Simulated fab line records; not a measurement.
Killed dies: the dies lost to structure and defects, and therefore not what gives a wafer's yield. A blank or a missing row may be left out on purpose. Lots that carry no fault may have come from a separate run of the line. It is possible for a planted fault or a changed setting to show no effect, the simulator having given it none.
2 desks, one fault / flow sky130 / each desk has only its own numbers; what lay behind them comes last

## METROLOGY DESK
Means of the sampled wafers that have a number, per lot and without regard to the tool the lot ran on: this is what the gauges read. Any lot whose mean is over 4 standard deviations away from the usual mean is out of limits and marked OUT; that distance is given in the brackets.
Columns: A = cd_nm at SKY_POLY_GATE_CD_MEAS_13, usual 150.1 nm; B = POLY_GATE_OVL at SKY_POLY_GATE_OVL_MEAS_14, usual 0 nm; C = LI_CONTACT_BOW at SKY_LI_CONTACT_BOW_MEAS_03, usual 56 um; D = VIA4_HDPCVD_THK at SKY_VIA4_THK_MEAS_01, usual 1744 nm
lot=L356; first seen here=day 17 19:17; A=149.4; B=2; C=57; D=1736
lot=L357; first seen here=day 18 02:04; A=150.9; B=3; C=50; D=1745
lot=L358; first seen here=day 18 09:23; A=150.1; B=13; C=52; D=1750
lot=L359; first seen here=day 18 17:25; A=148.6; B=-1; C=59; D=1738
lot=L361; first seen here=day 19 15:40; A=150.3; B=-7; C=53; D=1739
lot=L362; first seen here=day 19 16:46; A=147.9; B=-3; C=56; D=1726
lot=L364; first seen here=day 20 20:47; A=151.3; B=-6; C=54; D=1749
lot=L368; first seen here=day 22 04:52; A=148.3; B=0; C=62; D=1696
lot=L369; first seen here=day 22 10:34; A=149.6; B=-6; C=55; D=1703
lot=L371; first seen here=day 23 00:06; A=146.6; B=2; C=55; D=1665 (-4.9) OUT
lot=L373; first seen here=day 23 16:49; A=150.4; B=-8; C=56; D=1726
lot=L376; first seen here=day 24 19:28; A=151.2; B=4; C=57; D=1719
lot=L377; first seen here=day 25 02:33; A=148.8; B=2; C=53; D=1746
Finding of this desk: L371 out of limits, first seen on L371 at day 47 05:16 (VIA4_HDPCVD_THK at SKY_VIA4_THK_MEAS_01). In limits: L356, L357, L358, L359, L361, L362, L364, L368, L369, L373, L376, L377.

## THE TOOL OWNER'S DESK: hdpcvd-01
The tool's own readings at SKY_VIA4_HDPCVD_00 (deposits SiO2, target thk 1750 nm, time 291.7 s): means of the sampled wafers that have a number, for each lot that ran on this tool. Any lot whose mean is over 4 standard deviations away from the usual mean is out of limits and marked OUT; that distance is given in the brackets.
Columns: A = pressure_mtorr at SKY_VIA4_HDPCVD_00, usual 5.998 mTorr; B = run_length_s at SKY_VIA4_HDPCVD_00, usual 319.5 s; C = susceptor_temp_C at SKY_VIA4_HDPCVD_00, usual 400.01 C
lot=L357; first seen here=day 43 16:25; A=5.990; B=320.3; C=399.96
lot=L358; first seen here=day 44 01:08; A=6.000; B=319.9; C=399.97
lot=L361; first seen here=day 44 19:18; A=6.007; B=320.1; C=399.96
lot=L364; first seen here=day 45 16:28; A=5.998; B=319.8; C=400.10
lot=L368; first seen here=day 46 16:50; A=6.002; B=313.2 (-10) OUT; C=399.90
lot=L369; first seen here=day 46 23:12; A=5.998; B=312.4 (-12) OUT; C=400.18
lot=L371; first seen here=day 47 05:05; A=5.998; B=304.9 (-24) OUT; C=-
This desk's verdict: out of limits on L368, L369, L371, starting with L368 at day 46 16:50 (run_length_s at SKY_VIA4_HDPCVD_00). In limits: L357, L358, L361, L364.

## ALL TOGETHER
The tool owner's desk could have raised an alarm at day 46 16:50, on L368, L369, L371.
At day 47 05:16 the metrology desk could have sounded an alarm, on L371.
The metrology desk has L368, L369 on record, within its limits.
Of the lots named, all ran SKY_VIA4_HDPCVD_00 on hdpcvd-01.

## WHAT THE SIMULATOR HAD INSERTED
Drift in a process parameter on hdpcvd-01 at SKY_VIA4_HDPCVD_00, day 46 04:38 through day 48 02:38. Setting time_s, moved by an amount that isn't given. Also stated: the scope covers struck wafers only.
Shown lots that were struck: L368, L369, L371.
Hours from the fault's start to each desk's first reading out of limits: the tool owner's desk, 12; the metrology desk, 25.
